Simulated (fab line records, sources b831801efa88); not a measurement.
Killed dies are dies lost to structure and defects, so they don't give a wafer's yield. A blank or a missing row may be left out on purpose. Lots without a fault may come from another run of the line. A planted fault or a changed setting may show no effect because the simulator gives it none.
Which tool did it? | flow sky130 | 14 lots, 42 wafers sampled, at 4 steps of a route of 708

WHAT THE GAUGES READ, wafer by wafer
SKY_LDD_HVP_TW_MEAS_10.
lot  | measured     | on            | LDD_HVP_TW
L225 | day 23 01:00 | film_metro-02 | 464 462 465
L226 | day 23 13:22 | film_metro-02 | 465 465 462
L227 | day 23 16:46 | film_metro-01 | 464 460 460
L228 | day 24 03:21 | film_metro-04 | 457 459 460
L229 | day 24 07:24 | film_metro-04 | 457 459 460
L230 | day 24 17:50 | film_metro-02 | 465 467 465
L231 | day 25 01:07 | film_metro-04 | 455 457 457
L232 | day 25 07:50 | film_metro-04 | 457 456 456
L233 | day 25 18:43 | film_metro-01 | 460 458 459
L236 | day 26 23:46 | film_metro-01 | 462 458 461
L237 | day 27 03:21 | film_metro-01 | 462 458 460
L243 | day 29 07:57 | film_metro-04 | 462 460 457
L244 | day 29 16:18 | film_metro-02 | 467 465 466
L245 | day 30 03:01 | film_metro-04 | 459 462 457

SKY_POLY_CUT_OVL_MEAS_09.
lot  | measured     | on         | POLY_CUT_OVL (nm)
L225 | day 25 15:19 | overlay-02 | -11 -4 -8
L226 | day 26 03:02 | overlay-02 | -11 -6 -5
L227 | day 26 07:13 | overlay-01 | -7 -7 -12
L228 | day 26 17:14 | overlay-02 | -13 -2 -16
L229 | day 26 20:49 | overlay-01 | -2 -4 -2
L230 | day 27 06:41 | overlay-02 | -13 -6 -7
L231 | day 27 14:38 | overlay-01 | -16 -13 -18
L232 | day 27 20:27 | overlay-02 | -14 -4 -2
L233 | day 28 07:29 | overlay-02 | -2 1 0
L237 | day 29 14:07 | overlay-01 | 0 -5 -11
L243 | day 31 16:20 | overlay-02 | -4 -2 -3
L244 | day 32 01:19 | overlay-01 | -5 -4 -3
L245 | day 32 13:13 | overlay-02 | -4 -6 -5

WHICH TOOL RAN EACH LOT (tool, then ch and the chambers of the sampled wafers, then the start)
lot  | SKY_RES_PROTECT_STRIP_07             | SKY_LDD_P_DEVELOP_06
L225 | plasma_asher-01 ch 0,1, day 16 08:34 | litho_track-04 ch 0, day 20 09:37
L226 | plasma_asher-01 ch 0,1, day 16 21:34 | litho_track-01 ch 0, day 20 22:49
L227 | plasma_asher-02 ch 0,1, day 16 23:37 | litho_track-04 ch 0, day 21 02:03
L228 | plasma_asher-03 ch 0,1, day 17 11:22 | litho_track-04 ch 0, day 21 13:25
L229 | plasma_asher-01 ch 0,1, day 17 15:25 | litho_track-01 ch 0, day 21 18:26
L230 | plasma_asher-03 ch 0,1, day 18 02:15 | litho_track-04 ch 0, day 22 05:12
L231 | plasma_asher-02 ch 0,1, day 18 09:10 | litho_track-03 ch 0, day 22 11:59
L232 | plasma_asher-03 ch 0,1, day 18 16:30 | litho_track-04 ch 0, day 22 19:49
L233 | plasma_asher-01 ch 0,1, day 19 03:34 | litho_track-01 ch 0, day 23 05:37
L236 | plasma_asher-02 ch 0,1, day 20 06:28 | litho_track-03, day 24 12:13
L237 | plasma_asher-02 ch 0,1, day 20 15:24 | litho_track-04, day 24 15:33
L243 | plasma_asher-01 ch 0,1, day 23 00:58 | litho_track-03 ch 0, day 26 21:44
L244 | plasma_asher-01 ch 0,1, day 23 09:46 | litho_track-03 ch 0, day 27 06:17
L245 | plasma_asher-02 ch 0,1, day 23 20:57 | litho_track-01 ch 0, day 27 17:46
- SKY_RES_PROTECT_STRIP_07: strips in O2/N2.
- SKY_LDD_P_DEVELOP_06: develop time 60 s.

WHAT THE TOOLS THEMSELVES READ (means of the sampled wafers that have a number; where no wafer has one, the mark that the record gives instead)
SKY_RES_PROTECT_STRIP_07.
lot  | tool            | drypump_motor_current_A (A) | oes_product_au (a.u.) | strip_time_to_endpoint_s (s)
L225 | plasma_asher-01 | 5.67                        | 0.519                 | 23.23
L226 | plasma_asher-01 | 5.56                        | 0.521                 | 23.31
L227 | plasma_asher-02 | 5.78                        | 0.518                 | 23.32
L228 | plasma_asher-03 | 5.52                        | 0.514                 | 23.25
L229 | plasma_asher-01 | 5.67                        | 0.520                 | 23.27
L230 | plasma_asher-03 | 5.57                        | 0.516                 | 23.38
L231 | plasma_asher-02 | 5.78                        | 0.512                 | 23.35
L232 | plasma_asher-03 | 5.73                        | 0.518                 | 23.27
L233 | plasma_asher-01 | 5.57                        | 0.520                 | 23.28
L236 | plasma_asher-02 | 5.78                        | 0.513                 | 23.32
L237 | plasma_asher-02 | 5.79                        | 0.524                 | 23.35
L243 | plasma_asher-01 | 5.66                        | 0.523                 | 23.32
L244 | plasma_asher-01 | 5.58                        | 0.515                 | 23.23
L245 | plasma_asher-02 | 5.69                        | 0.521                 | 23.31

SKY_LDD_P_DEVELOP_06.
lot  | tool           | chill_plate_temp_C (C)
L225 | litho_track-04 | 23.02
L226 | litho_track-01 | 23.04
L227 | litho_track-04 | 23.02
L228 | litho_track-04 | 23.10
L229 | litho_track-01 | 23.06
L230 | litho_track-04 | 22.97
L231 | litho_track-03 | 22.96
L232 | litho_track-04 | 22.91
L233 | litho_track-01 | 22.99
L236 | litho_track-03 | -
L237 | litho_track-04 | -
L243 | litho_track-03 | 22.96
L244 | litho_track-03 | 22.86
L245 | litho_track-01 | 22.92

THE ANSWER, worked out from the rows above alone
Rule: what is usual is taken from the lots themselves. Put in order of their means at a reading, lots are off if they are a third of the lots or fewer, leave a main group of 4 or more, and stand apart from it by a gap of 3 or more times the standard deviation of the main group's means; of several such gaps the widest counts. A main group whose means are all the same, to the digits that the tables above print for the reading, isn't used. A lot without any number at a reading at which 4 lots or more have one is off too. The other lots that the step has rows for count as sound. The gauges are gone through in route order, then the tools' own readings, and for those a lot's mean is taken as printed above. The first step at which some lot is off is used, and at that step the reading that is off furthest; a lot without a number counts as furthest.
Off: L236, L237, at SKY_LDD_P_DEVELOP_06 (chill_plate_temp_C). Without a number there: L236, L237. The main group: mean 22.98 C, standard deviation 0.065.
A tool fits if, at that step or a process step before it, it ran every lot that is off, and no sound lot after the first of them. None of those tried fits.

WHAT THE SIMULATOR HAD PUT IN
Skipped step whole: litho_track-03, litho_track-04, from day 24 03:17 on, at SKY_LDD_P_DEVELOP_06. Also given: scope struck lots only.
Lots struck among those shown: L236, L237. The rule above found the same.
